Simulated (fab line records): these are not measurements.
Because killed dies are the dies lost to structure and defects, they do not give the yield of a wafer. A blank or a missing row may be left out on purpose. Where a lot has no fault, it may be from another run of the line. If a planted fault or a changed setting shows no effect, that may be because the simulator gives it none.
fab line records :: flow sky130
record
  lots=6
  wafers=18
  last-day=48
route steps=708 shown SONOS_TUNNEL@166 SONOS_ONO@168
lots that met no fault: from a run of the same line without faults
start-h: hours from the record's first day to the start of the lot's first wafer shown :: wait-h: hours since the lot's step before :: " as in the row above :: L1.1+2: one row covering several wafers at once :: - no value, or no start given :: * or withheld: withheld :: < > ~ a bound
route shown NAME@n: names a module that has steps shown in the file, with the first one's number in the route :: usual: the fault-free wafers' mean and standard deviation :: same: alike in all rows :: chamber/n: place in a boat :: sites: the reading at each site :: _std_site: their standard deviation :: _edge_site: inner sites' mean taken away from outer sites' mean :: radius-mm: for every site, how far away it sits from the centre of the wafer :: mask NAME#n: copy n :: behind: the last tool/chamber to shape the wafer :: hold: the reason the lot was held/the length of the hold in hours/how it ended :: device: names the non-switching transistor (n, p or np) :: end of line: the tests these same wafers got at the end of their route :: a step with no rows: only its recipe :: killed: at the first sort, the dies lost to defects and structure; wafer yield is something else :: map: dies across one wafer; x = killed, . = not, _ = none there
set.NAME: the setting as run; set.NAME@STEP: as run at that earlier step :: model.NAME: the simulator's own value behind a step, which no gauge read
lots seen at some steps along the route; tables by step, rows by wafer
services: a tool's chamber out of use, with start hour (start-h, from the record's first day; less than 0 if before it), hours out, and reason
## steps
# step SKY_SONOS_TUNNEL_TW_MEAS_12
# usual
  SONOS_TUNNEL_TW=198.1/1.3
lot.wafer: L927.1
tool: film-metro-03
chamber: -
start-h: 246.45
wait-h: 0.0
SONOS_TUNNEL_TW: 197.6

lot.wafer: L927.5
tool: film-metro-03
chamber: -
start-h: 246.45
wait-h: 0.0
SONOS_TUNNEL_TW: 196.5

lot.wafer: L927.6
tool: film-metro-03
chamber: -
start-h: 246.45
wait-h: 0.0
SONOS_TUNNEL_TW: 198.1

lot.wafer: L930.1
tool: film-metro-04
chamber: -
start-h: 271.41
wait-h: 0.0
SONOS_TUNNEL_TW: 197.7

lot.wafer: L930.3
tool: film-metro-04
chamber: -
start-h: 271.41
wait-h: 0.0
SONOS_TUNNEL_TW: 197.0

lot.wafer: L930.5
tool: film-metro-04
chamber: -
start-h: 271.41
wait-h: 0.0
SONOS_TUNNEL_TW: 197.7

lot.wafer: L938.1
tool: film-metro-02
chamber: -
start-h: 345.31
wait-h: 0.0
SONOS_TUNNEL_TW: 199.3

lot.wafer: L938.3
tool: film-metro-02
chamber: -
start-h: 345.31
wait-h: 0.0
SONOS_TUNNEL_TW: 198.8

lot.wafer: L938.5
tool: film-metro-02
chamber: -
start-h: 345.31
wait-h: 0.0
SONOS_TUNNEL_TW: 198.5

lot.wafer: L939.2
tool: film-metro-03
chamber: -
start-h: 351.76
wait-h: 0.0
SONOS_TUNNEL_TW: 196.0

lot.wafer: L939.3
tool: film-metro-03
chamber: -
start-h: 351.76
wait-h: 0.0
SONOS_TUNNEL_TW: 194.7

lot.wafer: L939.6
tool: film-metro-03
chamber: -
start-h: 351.76
wait-h: 0.0
SONOS_TUNNEL_TW: 197.4

lot.wafer: L948.2
tool: film-metro-03
chamber: -
start-h: 424.33
wait-h: 0.0
SONOS_TUNNEL_TW: 198.0

lot.wafer: L948.3
tool: film-metro-03
chamber: -
start-h: 424.33
wait-h: 0.0
SONOS_TUNNEL_TW: 197.9

lot.wafer: L948.6
tool: film-metro-03
chamber: -
start-h: 424.33
wait-h: 0.0
SONOS_TUNNEL_TW: 197.4

lot.wafer: L950.2
tool: film-metro-02
chamber: -
start-h: 429.97
wait-h: 0.0
SONOS_TUNNEL_TW: 198.7

lot.wafer: L950.3
tool: film-metro-02
chamber: -
start-h: 429.97
wait-h: 0.0
SONOS_TUNNEL_TW: 198.3

lot.wafer: L950.6
tool: film-metro-02
chamber: -
start-h: 429.97
wait-h: 0.0
SONOS_TUNNEL_TW: 199.5
# step SKY_SONOS_TUNNEL_CLEAN_13
# recipe
  chemistry=dHF
  time-s=20
  dilution=100:1
  dry=ipa-marangoni
# step SKY_SONOS_ONO_OXIDATION_00
# recipe
  temp-c=800
  ambient=O2
  idle-temp-c=700
  ramp-up-c-per-min=10
  ramp-down-c-per-min=3
  stabilise-s=600
  purge-s=300
  target-thk-a=26
  ox-time-s=1249
# step SKY_SONOS_ONO_THK_MEAS_01
# recipe
  reads=SiO2_of_SONOS_ONO_OXIDATION_00
# usual
  SONOS_ONO_OXIDATION_THK=2.57/0.057
lot.wafer: L927.1
tool: film-metro-04
chamber: -
start-h: 247.98
wait-h: 0.0
SONOS_ONO_OXIDATION_THK[nm]: 2.58

lot.wafer: L927.5
tool: film-metro-04
chamber: -
start-h: 247.98
wait-h: 0.0
SONOS_ONO_OXIDATION_THK[nm]: 2.53

lot.wafer: L927.6
tool: film-metro-04
chamber: -
start-h: 247.98
wait-h: 0.0
SONOS_ONO_OXIDATION_THK[nm]: 2.58

lot.wafer: L930.1
tool: film-metro-01
chamber: -
start-h: 273.64
wait-h: 0.0
SONOS_ONO_OXIDATION_THK[nm]: 2.68

lot.wafer: L930.3
tool: film-metro-01
chamber: -
start-h: 273.64
wait-h: 0.0
SONOS_ONO_OXIDATION_THK[nm]: 2.58

lot.wafer: L930.5
tool: film-metro-01
chamber: -
start-h: 273.64
wait-h: 0.0
SONOS_ONO_OXIDATION_THK[nm]: 2.62

lot.wafer: L938.1
tool: film-metro-01
chamber: -
start-h: 347.43
wait-h: 0.0
SONOS_ONO_OXIDATION_THK[nm]: 2.53

lot.wafer: L938.3
tool: film-metro-01
chamber: -
start-h: 347.43
wait-h: 0.0
SONOS_ONO_OXIDATION_THK[nm]: 2.47

lot.wafer: L938.5
tool: film-metro-01
chamber: -
start-h: 347.43
wait-h: 0.0
SONOS_ONO_OXIDATION_THK[nm]: 2.53

lot.wafer: L939.2
tool: film-metro-03
chamber: -
start-h: 353.18
wait-h: 0.0
SONOS_ONO_OXIDATION_THK[nm]: 2.54

lot.wafer: L939.3
tool: film-metro-03
chamber: -
start-h: 353.18
wait-h: 0.0
SONOS_ONO_OXIDATION_THK[nm]: 2.54

lot.wafer: L939.6
tool: film-metro-03
chamber: -
start-h: 353.18
wait-h: 0.0
SONOS_ONO_OXIDATION_THK[nm]: 2.58

lot.wafer: L948.2
tool: film-metro-04
chamber: -
start-h: 427.22
wait-h: 0.0
SONOS_ONO_OXIDATION_THK[nm]: 2.57

lot.wafer: L948.3
tool: film-metro-04
chamber: -
start-h: 427.22
wait-h: 0.0
SONOS_ONO_OXIDATION_THK[nm]: 2.69

lot.wafer: L948.6
tool: film-metro-04
chamber: -
start-h: 427.22
wait-h: 0.0
SONOS_ONO_OXIDATION_THK[nm]: 2.60

lot.wafer: L950.2
tool: film-metro-04
chamber: -
start-h: 431.40
wait-h: 0.0
SONOS_ONO_OXIDATION_THK[nm]: 2.51

lot.wafer: L950.3
tool: film-metro-04
chamber: -
start-h: 431.40
wait-h: 0.0
SONOS_ONO_OXIDATION_THK[nm]: 2.62

lot.wafer: L950.6
tool: film-metro-04
chamber: -
start-h: 431.40
wait-h: 0.0
SONOS_ONO_OXIDATION_THK[nm]: 2.58
# step SKY_SONOS_ONO_CVD_02
# recipe
  material=Si3N4
  precursor=DCS/NH3
  target-thk-nm=10.5
  temp-c=770
  time-s=180
  pressure-mtorr=250
# step SKY_SONOS_ONO_THK_MEAS_03
# recipe
  reads=Si3N4_of_SONOS_ONO_CVD_02
# usual
  SONOS_ONO_CVD_02_THK=10.66/0.12
lot.wafer: L927.1
tool: film-metro-01
chamber: -
start-h: 250.73
wait-h: 0.0
SONOS_ONO_CVD_02_THK[nm]: 10.59

lot.wafer: L927.5
tool: film-metro-01
chamber: -
start-h: 250.73
wait-h: 0.0
SONOS_ONO_CVD_02_THK[nm]: 10.53

lot.wafer: L927.6
tool: film-metro-01
chamber: -
start-h: 250.73
wait-h: 0.0
SONOS_ONO_CVD_02_THK[nm]: 10.63

lot.wafer: L930.1
tool: film-metro-04
chamber: -
start-h: 276.45
wait-h: 0.0
SONOS_ONO_CVD_02_THK[nm]: 10.58

lot.wafer: L930.3
tool: film-metro-04
chamber: -
start-h: 276.45
wait-h: 0.0
SONOS_ONO_CVD_02_THK[nm]: 10.65

lot.wafer: L930.5
tool: film-metro-04
chamber: -
start-h: 276.45
wait-h: 0.0
SONOS_ONO_CVD_02_THK[nm]: 10.52

lot.wafer: L938.1
tool: film-metro-04
chamber: -
start-h: 349.36
wait-h: 0.0
SONOS_ONO_CVD_02_THK[nm]: 10.65

lot.wafer: L938.3
tool: film-metro-04
chamber: -
start-h: 349.36
wait-h: 0.0
SONOS_ONO_CVD_02_THK[nm]: 10.46

lot.wafer: L938.5
tool: film-metro-04
chamber: -
start-h: 349.36
wait-h: 0.0
SONOS_ONO_CVD_02_THK[nm]: 10.58

lot.wafer: L939.2
tool: film-metro-04
chamber: -
start-h: 355.35
wait-h: 0.0
SONOS_ONO_CVD_02_THK[nm]: 10.67

lot.wafer: L939.3
tool: film-metro-04
chamber: -
start-h: 355.35
wait-h: 0.0
SONOS_ONO_CVD_02_THK[nm]: 10.74

lot.wafer: L939.6
tool: film-metro-04
chamber: -
start-h: 355.35
wait-h: 0.0
SONOS_ONO_CVD_02_THK[nm]: 10.71

lot.wafer: L948.2
tool: film-metro-01
chamber: -
start-h: 429.06
wait-h: 0.0
SONOS_ONO_CVD_02_THK[nm]: 10.76

lot.wafer: L948.3
tool: film-metro-01
chamber: -
start-h: 429.06
wait-h: 0.0
SONOS_ONO_CVD_02_THK[nm]: 10.69

lot.wafer: L948.6
tool: film-metro-01
chamber: -
start-h: 429.06
wait-h: 0.0
SONOS_ONO_CVD_02_THK[nm]: 10.54

lot.wafer: L950.2
tool: film-metro-01
chamber: -
start-h: 432.51
wait-h: 0.0
SONOS_ONO_CVD_02_THK[nm]: 10.99

lot.wafer: L950.3
tool: film-metro-01
chamber: -
start-h: 432.51
wait-h: 0.0
SONOS_ONO_CVD_02_THK[nm]: 10.88

lot.wafer: L950.6
tool: film-metro-01
chamber: -
start-h: 432.51
wait-h: 0.0
SONOS_ONO_CVD_02_THK[nm]: 10.83
# step SKY_SONOS_ONO_CVD_04
# recipe
  material=SiO2
  precursor=SiH4/N2O
  target-thk-nm=5.7199
  temp-c=900
  pressure-mtorr=400
# step SKY_SONOS_ONO_THK_MEAS_05
# recipe
  reads=SiO2_of_SONOS_ONO_CVD_04
# usual
  SONOS_ONO_CVD_04_THK=5.70/0.11
lot.wafer: L927.1
tool: film-metro-01
chamber: -
start-h: 252.04
wait-h: 0.0
SONOS_ONO_CVD_04_THK[nm]: 5.79

lot.wafer: L927.5
tool: film-metro-01
chamber: -
start-h: 252.04
wait-h: 0.0
SONOS_ONO_CVD_04_THK[nm]: 5.90

lot.wafer: L927.6
tool: film-metro-01
chamber: -
start-h: 252.04
wait-h: 0.0
SONOS_ONO_CVD_04_THK[nm]: 5.82

lot.wafer: L930.1
tool: film-metro-03
chamber: -
start-h: 277.76
wait-h: 0.0
SONOS_ONO_CVD_04_THK[nm]: 5.76

lot.wafer: L930.3
tool: film-metro-03
chamber: -
start-h: 277.76
wait-h: 0.0
SONOS_ONO_CVD_04_THK[nm]: 5.71

lot.wafer: L930.5
tool: film-metro-03
chamber: -
start-h: 277.76
wait-h: 0.0
SONOS_ONO_CVD_04_THK[nm]: 5.73

lot.wafer: L938.1
tool: film-metro-04
chamber: -
start-h: 350.67
wait-h: 0.0
SONOS_ONO_CVD_04_THK[nm]: 5.68

lot.wafer: L938.3
tool: film-metro-04
chamber: -
start-h: 350.67
wait-h: 0.0
SONOS_ONO_CVD_04_THK[nm]: 5.76

lot.wafer: L938.5
tool: film-metro-04
chamber: -
start-h: 350.67
wait-h: 0.0
SONOS_ONO_CVD_04_THK[nm]: 5.64

lot.wafer: L939.2
tool: film-metro-03
chamber: -
start-h: 356.66
wait-h: 0.0
SONOS_ONO_CVD_04_THK[nm]: 5.78

lot.wafer: L939.3
tool: film-metro-03
chamber: -
start-h: 356.66
wait-h: 0.0
SONOS_ONO_CVD_04_THK[nm]: 5.80

lot.wafer: L939.6
tool: film-metro-03
chamber: -
start-h: 356.66
wait-h: 0.0
SONOS_ONO_CVD_04_THK[nm]: 5.73

lot.wafer: L948.2
tool: film-metro-03
chamber: -
start-h: 431.55
wait-h: 0.0
SONOS_ONO_CVD_04_THK[nm]: 5.52

lot.wafer: L948.3
tool: film-metro-03
chamber: -
start-h: 431.55
wait-h: 0.0
SONOS_ONO_CVD_04_THK[nm]: 5.63

lot.wafer: L948.6
tool: film-metro-03
chamber: -
start-h: 431.55
wait-h: 0.0
SONOS_ONO_CVD_04_THK[nm]: 5.57

lot.wafer: L950.2
tool: film-metro-03
chamber: -
start-h: 433.82
wait-h: 0.0
SONOS_ONO_CVD_04_THK[nm]: 5.75

lot.wafer: L950.3
tool: film-metro-03
chamber: -
start-h: 433.82
wait-h: 0.0
SONOS_ONO_CVD_04_THK[nm]: 5.76

lot.wafer: L950.6
tool: film-metro-03
chamber: -
start-h: 433.82
wait-h: 0.0
SONOS_ONO_CVD_04_THK[nm]: 5.64
# step SKY_SONOS_ONO_DEHYDRATE_06
# recipe
  temp-c=200
  time-s=60
# step SKY_SONOS_ONO_HMDS_07
# recipe
  prime-time-s=60
  prime-temp-c=120
# step SKY_SONOS_ONO_COAT_08
# recipe
  resist=NOVOLAK
  spin-rpm=3000
  resist-thk-nm=1140
# step SKY_SONOS_ONO_SOFTBAKE_09
# recipe
  temp-c=90
  time-s=60
  resist=NOVOLAK
# step SKY_SONOS_ONO_EXPOSE_10
# recipe
  mask-id=ONOM
  target-cd-nm=410
  na=0.6
  source-shape=conventional
  sigma-outer=0.6
  dose-mj=150
# usual
  exposure-dose-mJ-cm2=149.95/0.15
  focus-offset-nm=-0.1/0.49
lot.wafer: L927.1
tool: iline-stepper-01
chamber: 0
start-h: 264.22
wait-h: -
mask: ONOM#0
exposure-dose-mJ-cm2: 149.94
focus-offset-nm: -0.5

lot.wafer: L927.5
tool: iline-stepper-01
chamber: 0
start-h: 264.22
wait-h: -
mask: ONOM#0
exposure-dose-mJ-cm2: 149.95
focus-offset-nm: -0.4

lot.wafer: L927.6
tool: iline-stepper-01
chamber: 0
start-h: 264.22
wait-h: -
mask: ONOM#0
exposure-dose-mJ-cm2: 149.86
focus-offset-nm: -0.8

lot.wafer: L930.1
tool: iline-stepper-02
chamber: 0
start-h: 289.74
wait-h: -
mask: ONOM#0
exposure-dose-mJ-cm2: 149.97
focus-offset-nm: -0.6

lot.wafer: L930.3
tool: iline-stepper-02
chamber: 0
start-h: 289.74
wait-h: -
mask: ONOM#0
exposure-dose-mJ-cm2: 150.00
focus-offset-nm: 0.1

lot.wafer: L930.5
tool: iline-stepper-02
chamber: 0
start-h: 289.74
wait-h: -
mask: ONOM#0
exposure-dose-mJ-cm2: 150.25
focus-offset-nm: -0.4

lot.wafer: L938.1
tool: iline-stepper-01
chamber: 0
start-h: 364.47
wait-h: -
mask: ONOM#0
exposure-dose-mJ-cm2: 150.08
focus-offset-nm: -0.4

lot.wafer: L938.3
tool: iline-stepper-01
chamber: 0
start-h: 364.47
wait-h: -
mask: ONOM#0
exposure-dose-mJ-cm2: 150.05
focus-offset-nm: 0.2

lot.wafer: L938.5
tool: iline-stepper-01
chamber: 0
start-h: 364.47
wait-h: -
mask: ONOM#0
exposure-dose-mJ-cm2: 150.06
focus-offset-nm: -0.3

lot.wafer: L939.2
tool: iline-stepper-02
chamber: 0
start-h: 370.73
wait-h: -
mask: ONOM#0
exposure-dose-mJ-cm2: 149.75
focus-offset-nm: -0.1

lot.wafer: L939.3
tool: iline-stepper-02
chamber: 0
start-h: 370.73
wait-h: -
mask: ONOM#0
exposure-dose-mJ-cm2: 149.88
focus-offset-nm: 0.2

lot.wafer: L939.6
tool: iline-stepper-02
chamber: 0
start-h: 370.73
wait-h: -
mask: ONOM#0
exposure-dose-mJ-cm2: 149.98
focus-offset-nm: 0.0

lot.wafer: L948.2
tool: iline-stepper-02
chamber: -
start-h: 447.15
wait-h: -
mask: ONOM#0
exposure-dose-mJ-cm2: -
focus-offset-nm: -

lot.wafer: L948.3
tool: iline-stepper-02
chamber: -
start-h: 447.15
wait-h: -
mask: ONOM#0
exposure-dose-mJ-cm2: -
focus-offset-nm: -

lot.wafer: L948.6
tool: iline-stepper-02
chamber: -
start-h: 447.15
wait-h: -
mask: ONOM#0
exposure-dose-mJ-cm2: -
focus-offset-nm: -

lot.wafer: L950.2
tool: iline-stepper-01
chamber: -
start-h: 449.93
wait-h: -
mask: ONOM#0
exposure-dose-mJ-cm2: -
focus-offset-nm: -

lot.wafer: L950.3
tool: iline-stepper-01
chamber: -
start-h: 449.93
wait-h: -
mask: ONOM#0
exposure-dose-mJ-cm2: -
focus-offset-nm: -

lot.wafer: L950.6
tool: iline-stepper-01
chamber: -
start-h: 449.93
wait-h: -
mask: ONOM#0
exposure-dose-mJ-cm2: -
focus-offset-nm: -
# step SKY_SONOS_ONO_PEB_11
# recipe
  temp-c=withheld
  time-s=*
  resist=NOVOLAK
## services
tool: iline-stepper-02
chamber: -
start-h: 263.38
hours: 2.1
kind: pm

tool: iline-stepper-02
chamber: -
start-h: 265.46
hours: -
kind: consumable-replace:lamp

tool: iline-stepper-02
chamber: -
start-h: 284.69
hours: 1.7
kind: pm

tool: iline-stepper-01
chamber: -
start-h: 287.20
hours: 7.1
kind: repair

tool: iline-stepper-01
chamber: -
start-h: 294.26
hours: 1.7
kind: pm

tool: iline-stepper-02
chamber: 0
start-h: 366.94
hours: -
kind: calibration

tool: iline-stepper-02
chamber: -
start-h: 388.85
hours: 8.0
kind: repair

tool: iline-stepper-01
chamber: 0
start-h: 431.70
hours: -
kind: calibration
## key
first-sign
  step=SKY_SONOS_ONO_EXPOSE_10
  reading=tool-record
  direction=missing
effect none on later readings
met-at SKY_SONOS_ONO_EXPOSE_10
struck-wafers L948.2,L948.3,L948.6,L950.2,L950.3,L950.6
later-rows-left-out L948.2,L948.3,L948.6,L950.2,L950.3,L950.6
sort-left-out L948.2,L948.3,L948.6,L950.2,L950.3,L950.6
tester-left-out L948,L950
onset-between 370.73 447.15
fault
  kind=skipped-step-whole
  tool=iline-stepper-01,iline-stepper-02
  chamber=-
  onset-h=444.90
  steps=SKY_SONOS_ONO_EXPOSE_10
  scope=struck-lots-only
# tester-left-out: of these lots the tester's yield and bins aren't shown, on N5 and GAA mostly nor the transistor test; their killed dies are dies lost to structure and defects alone, not to doping, threshold or leakage, so they don't give the yield
# sort-left-out: the simulated sort isn't trusted on such a fault, so these wafers' sort isn't shown, and their yield isn't known
# later-rows-left-out: the simulator's readings of these wafers behind a module that went badly wrong aren't trusted and aren't shown, but for the sort
